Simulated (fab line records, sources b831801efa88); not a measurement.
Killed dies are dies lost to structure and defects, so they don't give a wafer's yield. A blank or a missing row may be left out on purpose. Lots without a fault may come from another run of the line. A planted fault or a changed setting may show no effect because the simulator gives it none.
Problem report in the 8D (eight disciplines) form, filled by code | flow sky130 | the parts of the form that need people (team, actions taken, sign-off) are left out

1. THE PROBLEM
rf_fwd_power_W at SKY_METAL1_ETCH_18 reads a mean of 411.0 W on 6 wafers of 2 lots; wafers without a fault read 494.1 W with a standard deviation of 2.4. That is -35 standard deviations from the usual mean.
The step: etches BARC in N2/H2, stops on SiO2, time 45.9 s, target depth 60 nm.
First seen on wafer L352.2, day 37 18:46, on rie_metal-01. The record holds 36 wafers of 12 lots with a number at this step. Rule for "out", or "out of limits": more than 4 standard deviations from the usual mean. The other wafers with a number count as sound.

2. WHAT IT IS AND WHAT IT IS NOT
question                    | is                     | is not
which readings at this step | rf_fwd_power_W         | bias_w, drypump_motor_current_A, oes_product_au, throttle_valve_pct
which lots                  | L352, L356             | L339, L340, L342, L343, L347, L348, L349, L353, L359, L361
which wafers of those lots  | all that have a number | -
read on which tools         | rie_metal-01           | rie_metal-02, rie_metal-04
when                        | from day 37 18:46      | up to then (21 sound wafers); but 9 sound wafers of L353, L359, L361 came after

3. SUSPECTS, AND WHAT RULES EACH OUT
Counting: a tool at a process step up to the reading stays a suspect if it ran every lot that is out and no sound lot after the first of them.
- rie_metal-01 at SKY_METAL1_ETCH_18 (etches BARC in N2/H2, stops on SiO2, time 45.9 s, target depth 60 nm): kept. It ran every lot that is out, first L352 (day 37 18:46), and no sound lot after that; its last sound lot up to then is L348 (day 36 23:00). Its own readings are out on those wafers: rf_fwd_power_W.
Left after counting: rie_metal-01 at SKY_METAL1_ETCH_18.

4. THE CAUSE (what the simulator had put in)
Process parameter drift: rie_metal-01, from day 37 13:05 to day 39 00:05, at SKY_METAL1_ETCH_18. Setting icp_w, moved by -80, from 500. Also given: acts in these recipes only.
Counting left only this tool.

5. THE CHAIN OF EFFECTS, in route order
Each row: a reading whose mean over the struck wafers that have a number lies more than 3 standard deviations from the usual. Only readings for which the record gives a usual standard deviation are gone through. hours: the time from each lot's start at the first step in this table that gives one to its start at this step, as a median over the lots. sigmas: the change in usual standard deviations.
hours | step               | reading        | usual   | on struck wafers | change | sigmas
0     | SKY_METAL1_ETCH_18 | rf_fwd_power_W | 494.1 W | 411.0            | -83.1  | -35
The process steps in it:
- SKY_METAL1_ETCH_18: etches BARC in N2/H2, stops on SiO2, time 45.9 s, target depth 60 nm.
Later measuring or inspecting steps at which every struck wafer that the step has a row for has a number for every such reading, and none has moved that far: SKY_VIA1_THK_MEAS_01, SKY_VIA1_BOW_MEAS_03.

6. WHAT WOULD HAVE CAUGHT IT SOONER
In this record the first reading out of limits was taken at day 37 18:46, 6 hours after the fault began at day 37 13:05.
